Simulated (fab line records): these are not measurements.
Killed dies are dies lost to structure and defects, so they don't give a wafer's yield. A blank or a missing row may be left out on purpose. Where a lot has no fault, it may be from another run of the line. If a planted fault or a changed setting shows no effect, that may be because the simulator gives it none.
What tool caused it?	flow sky130	27 wafers from 9 lots sampled at 5 of the route's 708 steps

== WHAT THE GAUGES READ, wafer by wafer ==
SKY_LI_CONTACT_RS_MEAS_22: the measuring method here is four-point-probe.
lot	measured	on	LI_CONTACT_W_RS (ohm/sq)
L325	day 30 01:16	film_metro-02	0.2856 0.2825 0.2854
L327	day 30 05:32	film_metro-02	0.2510 0.2479 0.2500 0.2512 0.2480 0.2500
L329	day 31 12:43	film_metro-03	0.2469 0.2460 0.2480 0.2464 0.2462 0.2482
L330	day 31 14:17	film_metro-01	0.2510 0.2539 0.2521 0.2514 0.2541 0.2524
L338	day 34 15:47	film_metro-02	0.2921 0.2835 0.2875
L339	day 34 19:07	film_metro-03	0.2870 0.2888 0.2869
L340	day 34 19:43	film_metro-03	0.2816 0.2795 0.2840
L343	day 36 05:02	film_metro-02	0.2865 0.2932 0.2900
L345	day 36 15:06	film_metro-02	0.2875 0.2880 0.2918

SKY_LI_CONTACT_THK_MEAS_23: measures by xrf.
lot	measured	on	LI_CONTACT_W_THK (nm)
L325	day 30 01:23	film_metro-02	415 418 414
L327	day 30 08:09	film_metro-02	472 480 477 474 479 475
L329	day 31 14:51	film_metro-03	479 484 478 481 482 476
L330	day 31 18:38	film_metro-01	485 480 481 486 477 479
L338	day 34 15:55	film_metro-02	396 406 403
L339	day 34 19:14	film_metro-03	407 405 408
L340	day 34 19:50	film_metro-03	411 414 409
L343	day 36 05:09	film_metro-02	407 396 400
L345	day 36 15:13	film_metro-02	403 402 398

SKY_CONTACT_THK_MEAS_03.
lot	measured	on	CONTACT_HDPCVD_THK (nm)
L325	day 31 06:41	film_metro-04	563 567 561
L327	day 31 10:40	film_metro-04	555 555 553
L329	day 32 17:53	film_metro-02	566 562 557
L330	day 32 19:24	film_metro-04	562 559 559
L338	day 35 20:01	film_metro-03	571 571 570
L339	day 35 23:20	film_metro-03	559 559 561
L340	day 35 23:38	film_metro-04	553 559 561
L343	day 37 08:32	film_metro-03	566 560 562
L345	day 37 17:34	film_metro-04	565 559 562

== WHAT TOOL EACH LOT RAN ON (gives the tool, then ch and the chambers of the sampled wafers, and finally the start) ==
lot	SKY_LI_CONTACT_CVD_21	SKY_LI_CONTACT_CMP_24
L325	cvd_w-01 ch 0,1, day 30 01:08	cmp-01 ch 0,1,2, day 30 01:29
L327	cvd_w-01 ch 0,1, day 30 05:22	cmp-02 ch 0,1,2, day 30 11:44
L329	cvd_w-01 ch 0,1, day 31 12:35	cmp-02 ch 0,1,2, day 31 17:06
L330	cvd_w-01 ch 0,1, day 31 14:10	cmp-02 ch 0,1, day 31 22:51
L338	cvd_w-01 ch 0,1, day 34 15:40	cmp-01 ch 0,3, day 34 16:01
L339	cvd_w-01 ch 0,1, day 34 19:00	cmp-01 ch 0,2,3, day 34 19:18
L340	cvd_w-01 ch 0,1, day 34 19:35	cmp-01 ch 0,2,3, day 34 19:54
L343	cvd_w-01 ch 0,1, day 36 04:55	cmp-01 ch 0,1,2, day 36 05:13
L345	cvd_w-01 ch 1, day 36 14:58	cmp-01 ch 0,2,3, day 36 15:20
- SKY_LI_CONTACT_CVD_21: deposits W, target thk 400 nm, time 120.56 s.
- SKY_LI_CONTACT_CMP_24: polishes, stops on PSG, t overpolish 20 s, target thk 0 nm.

== AS READ BY THE TOOLS THEMSELVES (means over the sampled wafers that have a number; for cases with no such wafer, the mark the record gives instead) ==
SKY_LI_CONTACT_CVD_21.
lot	tool	chamber_pressure_Torr (Torr)	heater_power_w (W)
L325	cvd_w-01	39.92	820
L327	cvd_w-01	40.01	816
L329	cvd_w-01	39.96	791
L330	cvd_w-01	39.90	817
L338	cvd_w-01	39.93	796
L339	cvd_w-01	39.96	787
L340	cvd_w-01	39.97	799
L343	cvd_w-01	40.01	824
L345	cvd_w-01	40.00	846

SKY_LI_CONTACT_CMP_24.
lot	tool	edge_zone_pressure_frac	motor_current_A (A)	platen_rpm (rpm)	time_to_endpoint_s (s)
L325	cmp-01	0.998	10.7	60.03	96
L327	cmp-02	0.999	11.0	60.03	108
L329	cmp-02	1.001	10.6	60.04	110
L330	cmp-02	1.003	10.0	59.99	113
L338	cmp-01	0.999	10.3	60.03	93
L339	cmp-01	1.004	10.2	60.08	95
L340	cmp-01	1.004	10.3	59.98	96
L343	cmp-01	0.998	10.8	60.01	94
L345	cmp-01	1.000	10.4	60.06	96

== THE ANSWER, worked out from the rows above alone ==
Rule: what is usual is taken from the lots themselves. The widest of any qualifying gaps counts: lots, ordered by their means at a reading, are off when they make up no more than a third of the lots, leave a main group of 4 or more, and stand apart from it by 3 or more times the standard deviation of that group's means. A main group whose means are all the same, to the digits that the tables above print for the reading, isn't used. Also off: a lot with no number at a reading for which 4 or more lots have one. Where the step has rows for the other lots, those lots are counted as sound. First the gauges in route order, then the tools' own readings, where a lot's mean is used as printed above. The first step at which some lot is off is used, and at that step the reading that is off furthest; a lot without a number counts as furthest.
Off: at SKY_LI_CONTACT_RS_MEAS_22 (LI_CONTACT_W_RS), L327, L329, L330. The main group: mean 0.2867 ohm/sq, standard deviation 0.0028.
A tool fits if, at a process step before that reading, it ran every lot that is off, and no sound lot after the first of them. The gauges at SKY_LI_CONTACT_RS_MEAS_22 aren't tried: what is off there is off at SKY_LI_CONTACT_CMP_24 too, on other tools, and a gauge's error can't cause that. Of those tried, none fits.

== WHAT WAS PUT IN BY THE SIMULATOR ==
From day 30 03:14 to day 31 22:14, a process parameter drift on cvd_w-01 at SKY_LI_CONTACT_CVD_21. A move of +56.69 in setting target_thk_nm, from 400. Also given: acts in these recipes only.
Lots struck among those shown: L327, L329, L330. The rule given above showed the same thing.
